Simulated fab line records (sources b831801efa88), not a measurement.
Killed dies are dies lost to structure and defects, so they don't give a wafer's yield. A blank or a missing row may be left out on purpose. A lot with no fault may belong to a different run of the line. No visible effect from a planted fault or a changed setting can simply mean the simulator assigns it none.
Matching of chambers    flow gf180mcu    4 sister chambers for GF_V2_CMP_26 on cmp-02
The step polishes, stops on SiO2, t overpolish 15 s, target thk 0 nm. 8 wafers are shown with their chamber, then 11 later ones without.

## WAFERS, EACH WITH ITS CHAMBER
wafer   chamber  motorCurrentA (A)  timeToEndpointS (s)
L082.4  3        12.1               87
L082.5  3        12.4               87
L088.1  1        14.2               86
L088.2  0        9.2                84
L089.1  1        13.8               85
L089.2  0        10.0               82
L089.5  2        10.7               76
L093.3  2        10.6               74

## WAFERS WITHOUT THEIR CHAMBER
wafer   motorCurrentA (A)  timeToEndpointS (s)
L093.4  13.9               85
L093.6  10.3               80
L095.3  11.3               79
L095.4  13.6               84
L095.5  12.9               89
L096.2  9.4                84
L096.3  12.8               89
L096.6  11.3               74
L097.2  12.3               91
L097.4  11.4               77
L097.6  14.1               85

## THE CHAMBER EACH PASSED THROUGH
wafer   from the rows above      in truth
L093.4  1                        1
L093.6  can't be placed: 0 or 2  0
L095.3  2                        2
L095.4  1                        1
L095.5  can't be placed: 3 or 1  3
L096.2  0                        0
L096.3  3                        3
L096.6  2                        2
L097.2  3                        3
L097.4  2                        2
L097.6  1                        1
9 of 11 placed correctly. Cannot be placed on the basis of these rows: 2; the candidates contain the true chamber in 2. 0 placed wrongly.
How it was worked out, from the rows above alone: a wafer's distance from a chamber is the root of the sum, over the readings, of the square of ((its reading less the chamber's mean) divided by the reading's scatter). If the next closest chamber is less than 2 further off than the closest, the wafer can't be placed; otherwise it belongs to the closest. The mean given for a chamber averages the wafers shown for that chamber. The scatter: the root of (the sum of the squares of (reading less its chamber's mean) over the shown wafers, divided by (wafers less chambers)).
